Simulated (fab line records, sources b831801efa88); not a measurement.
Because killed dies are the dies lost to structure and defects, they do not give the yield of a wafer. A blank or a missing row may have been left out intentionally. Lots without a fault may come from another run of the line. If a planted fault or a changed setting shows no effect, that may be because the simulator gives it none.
What tool caused it? || flow sky130 || 13 lots, 39 wafers sampled, at 5 steps of a route of 708

== WHAT EACH GAUGE READ, for each wafer ==
SKY_POLY_GATE_CD_MEAS_22.
{"lot": "L788", "measured": "day 16 04:09", "on": "cdSem-01", "cdNm (nm)": "152.4 150.6 151.8"}
{"lot": "L789", "measured": "day 16 17:44", "on": "cdSem-01", "cdNm (nm)": "154.2 150.8 151.9"}
{"lot": "L790", "measured": "day 18 01:37", "on": "cdSem-01", "cdNm (nm)": "151.1 151.4 152.5"}
{"lot": "L791", "measured": "day 18 12:26", "on": "cdSem-01", "cdNm (nm)": "149.9 151.4 149.9"}
{"lot": "L792", "measured": "day 19 08:27", "on": "cdSem-02", "cdNm (nm)": "151.1 152.5 150.7"}
{"lot": "L794", "measured": "day 19 12:25", "on": "cdSem-01", "cdNm (nm)": "150.2 150.5 151.1"}
{"lot": "L797", "measured": "day 19 17:28", "on": "cdSem-02", "cdNm (nm)": "149.6 151.7 151.1"}
{"lot": "L799", "measured": "day 20 12:47", "on": "cdSem-01", "cdNm (nm)": "155.0 150.5 153.9"}
{"lot": "L800", "measured": "day 21 04:02", "on": "cdSem-02", "cdNm (nm)": "149.1 148.0 152.3"}
{"lot": "L802", "measured": "day 21 21:22", "on": "cdSem-01", "cdNm (nm)": "152.1 150.5 148.4"}
{"lot": "L804", "measured": "day 22 03:52", "on": "cdSem-01", "cdNm (nm)": "149.1 149.3 149.7"}
{"lot": "L809", "measured": "day 24 06:02", "on": "cdSem-01", "cdNm (nm)": "150.1 148.3 150.7"}
{"lot": "L811", "measured": "day 25 04:16", "on": "cdSem-01", "cdNm (nm)": "152.7 153.7 154.8"}

SKY_LDD_HVN_OVL_MEAS_07.
{"lot": "L788", "measured": "day 19 20:11", "on": "overlay-02", "LDD_HVN_OVL (nm)": "0.1 -1.1 0.9"}
{"lot": "L789", "measured": "day 20 12:42", "on": "overlay-02", "LDD_HVN_OVL (nm)": "-0.5 0.0 -1.3"}
{"lot": "L790", "measured": "day 21 21:59", "on": "overlay-02", "LDD_HVN_OVL (nm)": "-2.0 -0.6 0.4"}
{"lot": "L791", "measured": "day 22 09:08", "on": "overlay-02", "LDD_HVN_OVL (nm)": "1.3 0.1 0.6"}
{"lot": "L792", "measured": "day 23 05:30", "on": "overlay-01", "LDD_HVN_OVL (nm)": "55.7 57.7 56.0"}
{"lot": "L794", "measured": "day 23 09:27", "on": "overlay-02", "LDD_HVN_OVL (nm)": "55.7 55.3 57.1"}
{"lot": "L797", "measured": "day 23 13:59", "on": "overlay-02", "LDD_HVN_OVL (nm)": "54.8 55.4 55.5"}
{"lot": "L799", "measured": "day 24 07:47", "on": "overlay-01", "LDD_HVN_OVL (nm)": "55.6 54.6 54.4"}
{"lot": "L800", "measured": "day 24 22:47", "on": "overlay-02", "LDD_HVN_OVL (nm)": "-0.5 0.9 -0.6"}
{"lot": "L802", "measured": "day 25 17:06", "on": "overlay-01", "LDD_HVN_OVL (nm)": "-0.7 -0.4 0.5"}
{"lot": "L804", "measured": "day 25 21:43", "on": "overlay-02", "LDD_HVN_OVL (nm)": "1.5 -0.5 1.8"}
{"lot": "L809", "measured": "day 27 23:05", "on": "overlay-01", "LDD_HVN_OVL (nm)": "-0.9 0.1 -0.6"}
{"lot": "L811", "measured": "day 28 21:09", "on": "overlay-02", "LDD_HVN_OVL (nm)": "-1.7 -1.7 -0.1"}

SKY_LDD_HVP_TW_MEAS_10.
{"lot": "L788", "measured": "day 21 03:20", "on": "filmMetro-01", "LDD_HVP_TW": "459 460 463"}
{"lot": "L789", "measured": "day 21 19:56", "on": "filmMetro-02", "LDD_HVP_TW": "454 454 457"}
{"lot": "L790", "measured": "day 23 04:50", "on": "filmMetro-02", "LDD_HVP_TW": "457 455 457"}
{"lot": "L791", "measured": "day 23 15:40", "on": "filmMetro-01", "LDD_HVP_TW": "461 459 460"}
{"lot": "L792", "measured": "day 24 11:39", "on": "filmMetro-02", "LDD_HVP_TW": "458 458 459"}
{"lot": "L794", "measured": "day 24 15:19", "on": "filmMetro-02", "LDD_HVP_TW": "461 458 457"}
{"lot": "L797", "measured": "day 24 19:55", "on": "filmMetro-01", "LDD_HVP_TW": "461 458 462"}
{"lot": "L799", "measured": "day 25 13:52", "on": "filmMetro-01", "LDD_HVP_TW": "460 459 462"}
{"lot": "L800", "measured": "day 26 04:32", "on": "filmMetro-02", "LDD_HVP_TW": "453 456 455"}
{"lot": "L802", "measured": "day 26 22:50", "on": "filmMetro-04", "LDD_HVP_TW": "463 463 461"}
{"lot": "L804", "measured": "day 27 03:11", "on": "filmMetro-01", "LDD_HVP_TW": "464 463 465"}
{"lot": "L809", "measured": "day 29 04:19", "on": "filmMetro-04", "LDD_HVP_TW": "457 458 457"}
{"lot": "L811", "measured": "day 30 01:50", "on": "filmMetro-02", "LDD_HVP_TW": "453 453 450"}

== WHICH TOOL RAN EACH LOT (tool, then ch and the chambers of the sampled wafers, then the start) ==
{"lot": "L788", "SKY_POLY_GATE_ETCH_15": "rieDiel-01 ch 0,3, day 15 22:33", "SKY_LDD_HVN_EXPOSE_04": "ilineStepper-01 ch 0, day 19 05:12"}
{"lot": "L789", "SKY_POLY_GATE_ETCH_15": "rieDiel-04 ch 2,3, day 16 12:47", "SKY_LDD_HVN_EXPOSE_04": "ilineStepper-02 ch 0, day 19 21:00"}
{"lot": "L790", "SKY_POLY_GATE_ETCH_15": "rieDiel-04 ch 2,3, day 17 23:53", "SKY_LDD_HVN_EXPOSE_04": "ilineStepper-02 ch 0, day 21 05:45"}
{"lot": "L791", "SKY_POLY_GATE_ETCH_15": "rieDiel-01 ch 0,1,2, day 18 09:05", "SKY_LDD_HVN_EXPOSE_04": "ilineStepper-01 ch 0, day 21 19:04"}
{"lot": "L792", "SKY_POLY_GATE_ETCH_15": "rieDiel-02 ch 1,2, day 19 04:45", "SKY_LDD_HVN_EXPOSE_04": "ilineStepper-02 ch 0, day 22 14:09"}
{"lot": "L794", "SKY_POLY_GATE_ETCH_15": "rieDiel-02 ch 0,1,2, day 19 09:32", "SKY_LDD_HVN_EXPOSE_04": "ilineStepper-02 ch 0, day 22 18:13"}
{"lot": "L797", "SKY_POLY_GATE_ETCH_15": "rieDiel-01 ch 0,2,3, day 19 15:14", "SKY_LDD_HVN_EXPOSE_04": "ilineStepper-02 ch 0, day 22 23:29"}
{"lot": "L799", "SKY_POLY_GATE_ETCH_15": "rieDiel-01 ch 1,2,3, day 20 11:06", "SKY_LDD_HVN_EXPOSE_04": "ilineStepper-02 ch 0, day 23 17:28"}
{"lot": "L800", "SKY_POLY_GATE_ETCH_15": "rieDiel-04 ch 1,2,3, day 21 02:17", "SKY_LDD_HVN_EXPOSE_04": "ilineStepper-01 ch 0, day 24 07:53"}
{"lot": "L802", "SKY_POLY_GATE_ETCH_15": "rieDiel-01 ch 0,1,3, day 21 17:53", "SKY_LDD_HVN_EXPOSE_04": "ilineStepper-01 ch 0, day 25 01:50"}
{"lot": "L804", "SKY_POLY_GATE_ETCH_15": "rieDiel-04 ch 0,1,2, day 22 02:07", "SKY_LDD_HVN_EXPOSE_04": "ilineStepper-01 ch 0, day 25 07:18"}
{"lot": "L809", "SKY_POLY_GATE_ETCH_15": "rieDiel-01 ch 1,2,3, day 24 04:20", "SKY_LDD_HVN_EXPOSE_04": "ilineStepper-01 ch 0, day 27 09:44"}
{"lot": "L811", "SKY_POLY_GATE_ETCH_15": "rieDiel-04 ch 0,2,3, day 25 02:32", "SKY_LDD_HVN_EXPOSE_04": "ilineStepper-01 ch 0, day 28 07:41"}
- SKY_POLY_GATE_ETCH_15: etches BARC in N2/H2, stops on SiO2, time 118.5 s, target depth 110 nm.
- SKY_LDD_HVN_EXPOSE_04: exposes mask HVNTM, target cd 700 nm.

== AS READ BY THE TOOLS THEMSELVES (means over the sampled wafers that have a number; for cases with no such wafer, the mark the record gives instead) ==
SKY_POLY_GATE_ETCH_15.
{"lot": "L788", "tool": "rieDiel-01", "drypumpMotorCurrentA (A)": 5.7, "oesProductAu (a.u.)": 0.712, "rfFwdPowerW (W)": 497.1, "throttleValvePct (%)": 13.214}
{"lot": "L789", "tool": "rieDiel-04", "drypumpMotorCurrentA (A)": 5.4, "oesProductAu (a.u.)": 0.713, "rfFwdPowerW (W)": 497.7, "throttleValvePct (%)": 13.210}
{"lot": "L790", "tool": "rieDiel-04", "drypumpMotorCurrentA (A)": 5.3, "oesProductAu (a.u.)": 0.721, "rfFwdPowerW (W)": 498.4, "throttleValvePct (%)": 13.212}
{"lot": "L791", "tool": "rieDiel-01", "drypumpMotorCurrentA (A)": 5.5, "oesProductAu (a.u.)": 0.715, "rfFwdPowerW (W)": 496.5, "throttleValvePct (%)": 13.216}
{"lot": "L792", "tool": "rieDiel-02", "drypumpMotorCurrentA (A)": 5.8, "oesProductAu (a.u.)": 0.715, "rfFwdPowerW (W)": 499.4, "throttleValvePct (%)": 13.212}
{"lot": "L794", "tool": "rieDiel-02", "drypumpMotorCurrentA (A)": 6.0, "oesProductAu (a.u.)": 0.716, "rfFwdPowerW (W)": 496.2, "throttleValvePct (%)": 13.205}
{"lot": "L797", "tool": "rieDiel-01", "drypumpMotorCurrentA (A)": 5.5, "oesProductAu (a.u.)": 0.719, "rfFwdPowerW (W)": 496.0, "throttleValvePct (%)": 13.214}
{"lot": "L799", "tool": "rieDiel-01", "drypumpMotorCurrentA (A)": 5.9, "oesProductAu (a.u.)": 0.718, "rfFwdPowerW (W)": 497.5, "throttleValvePct (%)": 13.201}
{"lot": "L800", "tool": "rieDiel-04", "drypumpMotorCurrentA (A)": 5.4, "oesProductAu (a.u.)": 0.718, "rfFwdPowerW (W)": 496.8, "throttleValvePct (%)": 13.208}
{"lot": "L802", "tool": "rieDiel-01", "drypumpMotorCurrentA (A)": 5.6, "oesProductAu (a.u.)": 0.716, "rfFwdPowerW (W)": 496.5, "throttleValvePct (%)": 13.211}
{"lot": "L804", "tool": "rieDiel-04", "drypumpMotorCurrentA (A)": 5.4, "oesProductAu (a.u.)": 0.721, "rfFwdPowerW (W)": 497.3, "throttleValvePct (%)": 13.205}
{"lot": "L809", "tool": "rieDiel-01", "drypumpMotorCurrentA (A)": 5.9, "oesProductAu (a.u.)": 0.719, "rfFwdPowerW (W)": 498.0, "throttleValvePct (%)": 13.207}
{"lot": "L811", "tool": "rieDiel-04", "drypumpMotorCurrentA (A)": 5.3, "oesProductAu (a.u.)": 0.720, "rfFwdPowerW (W)": 496.3, "throttleValvePct (%)": 13.219}

== THE ANSWER, worked out from the rows above alone ==
Rule: the usual values come from the lots themselves. The widest of any qualifying gaps counts: lots, ordered by their means at a reading, are off when they make up no more than a third of the lots, leave a main group of 4 or more, and stand apart from it by 3 or more times the standard deviation of that group's means. The tables above print the reading to a certain number of digits; a main group whose means all agree to those digits is not used. Also off: a lot with no number at a reading for which 4 or more lots have one. Where the step has rows for the other lots, those lots are counted as sound. The gauges are gone through in route order, then the tools' own readings, and for those a lot's mean is taken as printed above. The first step at which some lot is off is used, and at that step the reading that is off furthest; a lot without a number counts as furthest.
Off: L792, L794, L797, L799, seen at SKY_LDD_HVN_OVL_MEAS_07 (LDD_HVN_OVL). Mean -0.2 nm and standard deviation 0.63 in the main group.
A tool fits if, at a process step before that reading, it ran every lot that is off, and no sound lot after the first of them. Gauges at SKY_LDD_HVN_OVL_MEAS_07: tried the same way as those tools. One fits: ilineStepper-02 at SKY_LDD_HVN_EXPOSE_04. Its last sound lot is L790 (day 21 05:45), its first lot that is off L792 (day 22 14:09): a fault that began between those two fits.

== WHAT WAS PUT IN BY THE SIMULATOR ==
Scanner matching overlay: ilineStepper-02, from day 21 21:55 on, at SKY_LDD_HVN_EXPOSE_04. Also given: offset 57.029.
Lots struck among those shown: L792, L794, L797, L799. The same result came from the rule above.
